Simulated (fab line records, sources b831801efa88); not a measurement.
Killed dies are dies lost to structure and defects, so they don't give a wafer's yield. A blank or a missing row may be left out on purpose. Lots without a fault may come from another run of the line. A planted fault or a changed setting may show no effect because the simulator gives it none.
Chamber matching | flow sky130 | SKY_POLY_GATE_ETCH_16 on rie_diel-03: 4 sister chambers
The step etches Si3N4 in CH3F/O2, stops on poly-Si, time 147.5 s, target depth 75 nm. 4 wafers are shown with their chamber, then 7 later ones without.

WAFERS WITH THEIR CHAMBER
wafer  | chamber | drypump_motor_current_A (A)
L329.2 | 0       | 5.2
L329.4 | 2       | 5.9
L330.1 | 1       | 5.9
L330.4 | 3       | 6.2

WAFERS WITHOUT THEIR CHAMBER
wafer  | drypump_motor_current_A (A)
L330.6 | 6.2
L335.1 | 5.9
L335.2 | 6.1
L335.5 | 5.9
L336.2 | 6.2
L336.4 | 6.2
L336.5 | 5.9

WHICH CHAMBER EACH WENT THROUGH
wafer  | from the rows above     | in truth
L330.6 | 3                       | 3
L335.1 | can't be placed: 1 or 2 | 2
L335.2 | 3                       | 3
L335.5 | can't be placed: 1 or 2 | 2
L336.2 | 3                       | 3
L336.4 | 3                       | 3
L336.5 | can't be placed: 1 or 2 | 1
Placed correctly: 4 of 7. Can't be placed from these rows: 3 (the true chamber is among the candidates in 3). Placed wrongly: 0.
How it was worked out, from the rows above alone: a wafer's distance from a chamber is the root of the sum, over the readings, of the square of ((its reading less the chamber's mean) divided by the reading's scatter). The wafer belongs to the nearest chamber; if the next one is less than 2 further off, it can't be placed. A chamber's mean is the mean of its shown wafers. The scatter: with one shown wafer a chamber, the root of the mean of the squares of how far each hidden wafer lies from its nearest shown one.
